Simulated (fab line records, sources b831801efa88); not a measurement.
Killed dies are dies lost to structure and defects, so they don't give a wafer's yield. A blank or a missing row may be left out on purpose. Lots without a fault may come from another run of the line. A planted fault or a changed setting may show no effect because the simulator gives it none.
One fault seen from 2 desks | flow sfq_line | each desk has only its own numbers; what lay behind them comes last

THE METROLOGY DESK
What the gauges read, lot by lot, whatever tool the lot ran on: means of the sampled wafers that have a number. A lot is out of limits, marked OUT, if its mean lies more than 4 standard deviations from the usual mean; the brackets give that distance.
Columns: A = I4_BOW at SFQ_I4_BOW_MEAS_927, usual 4 um; B = I4_OVL at SFQ_I4_OVL_MEAS_928, usual -1 nm
lot  | first seen here | A  | B
L432 | day 45 04:13    | 1  | -3
L439 | day 46 18:16    | -0 | -1
L441 | day 47 10:14    | -4 | -4
L442 | day 48 00:40    | 8  | -9
L447 | day 54 19:48    | 6  | -2
L451 | day 56 15:20    | 6  | -1
L452 | day 57 05:50    | 2  | -6
This desk's finding: nothing out of limits on any of the 7 lots.

THE TOOL OWNER'S DESK: litho_track-04
The tool's own readings at SFQ_TRILAYER_I4_VIA_LITHO_PEB_106 (peb time 60 s): means of the sampled wafers that have a number, for each lot that ran on this tool. A lot is out of limits, marked OUT, if its mean lies more than 4 standard deviations from the usual mean; the brackets give that distance.
Columns: A = heater_power_total_W at SFQ_TRILAYER_I4_VIA_LITHO_PEB_106, usual 79.16 W
lot  | first seen here | A
L439 | day 52 03:37    | 80.64 (+20) OUT
L441 | day 52 14:24    | 80.69 (+21) OUT
L442 | day 53 01:16    | 80.72 (+21) OUT
L447 | day 59 10:01    | 79.19
L452 | day 62 16:50    | 79.05
This desk's finding: out of limits on L439, L441, L442; first on L439, day 52 03:37 (heater_power_total_W at SFQ_TRILAYER_I4_VIA_LITHO_PEB_106). In limits: L447, L452.

PUT TOGETHER
The tool owner's desk could have raised an alarm at day 52 03:37, on L439, L441, L442.
The metrology desk saw nothing out of limits.
The metrology desk has L439, L441, L442 on record, within its limits.
Of the lots named, all ran SFQ_TRILAYER_I4_VIA_LITHO_PEB_106 on litho_track-04.

WHAT THE SIMULATOR HAD PUT IN
Process parameter drift: litho_track-04, from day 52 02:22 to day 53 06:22, at SFQ_TRILAYER_I4_VIA_LITHO_PEB_106. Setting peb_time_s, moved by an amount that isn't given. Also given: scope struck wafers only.
Lots struck among those shown: L439, L441, L442.
Hours from the fault's start to each desk's first reading out of limits: the tool owner's desk, 1.
